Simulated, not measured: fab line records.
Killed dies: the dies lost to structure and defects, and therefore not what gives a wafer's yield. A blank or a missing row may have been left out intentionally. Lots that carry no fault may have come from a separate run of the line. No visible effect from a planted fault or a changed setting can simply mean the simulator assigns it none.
One fault through the eyes of 2 desks || flow gf180mcu || only its own numbers are on each desk; what lay behind them is given at the end

AT THE METROLOGY DESK
What the gauges read, lot by lot, whatever tool the lot ran on: means of the sampled wafers that have a number. Any lot whose mean is over 4 standard deviations away from the usual mean is out of limits and marked OUT; that distance is given in the brackets.
Columns: A = cd-nm at GF_V2_CD_MEAS_14, usual 260.4 nm
{"lot": "L252", "first seen here": "day 20 10:31", "A": 261.2}
{"lot": "L253", "first seen here": "day 20 17:23", "A": 260.1}
{"lot": "L255", "first seen here": "day 21 04:42", "A": 262.0}
{"lot": "L254", "first seen here": "day 21 05:22", "A": 261.1}
{"lot": "L256", "first seen here": "day 21 22:32", "A": 259.1}
{"lot": "L258", "first seen here": "day 22 07:46", "A": 260.1}
{"lot": "L261", "first seen here": "day 23 15:55", "A": 260.3}
{"lot": "L262", "first seen here": "day 23 18:14", "A": 261.0}
{"lot": "L264", "first seen here": "day 24 10:44", "A": 262.6}
{"lot": "L265", "first seen here": "day 24 20:40", "A": 260.3}
{"lot": "L266", "first seen here": "day 25 00:11", "A": 259.9}
{"lot": "L268", "first seen here": "day 25 13:46", "A": 261.2}
{"lot": "L270", "first seen here": "day 26 13:17", "A": 260.5}
{"lot": "L272", "first seen here": "day 27 09:46", "A": 259.9}
{"lot": "L274", "first seen here": "day 27 20:46", "A": 259.5}
Result from this desk: across the 15 lots, nothing is out of limits.

TOOL OWNER'S DESK, rie-diel-01
The tool's own readings at GF_V2_ETCH_17 (etches SiO2 in C4F8/O2/Ar, stops on TiN, target depth 630 nm): means of the sampled wafers that have a number, for each lot that ran on this tool. Any lot whose mean is over 4 standard deviations away from the usual mean is out of limits and marked OUT; that distance is given in the brackets.
Columns: A = bias-w at GF_V2_ETCH_17, usual 1200 W; B = chamber-pressure-mTorr at GF_V2_ETCH_17, usual 40.01 mTorr; C = oes-product-au at GF_V2_ETCH_17, usual 0.856 a.u.
{"lot": "L255", "first seen here": "day 21 04:00", "A": 1201, "B": 40.01, "C": 0.858}
This desk's finding: nothing out of limits on the one lot.

TAKEN TOGETHER
Metrology desk: nothing out of limits seen.
The tool owner's desk saw nothing out of limits.

WHAT THE SIMULATOR PUT IN
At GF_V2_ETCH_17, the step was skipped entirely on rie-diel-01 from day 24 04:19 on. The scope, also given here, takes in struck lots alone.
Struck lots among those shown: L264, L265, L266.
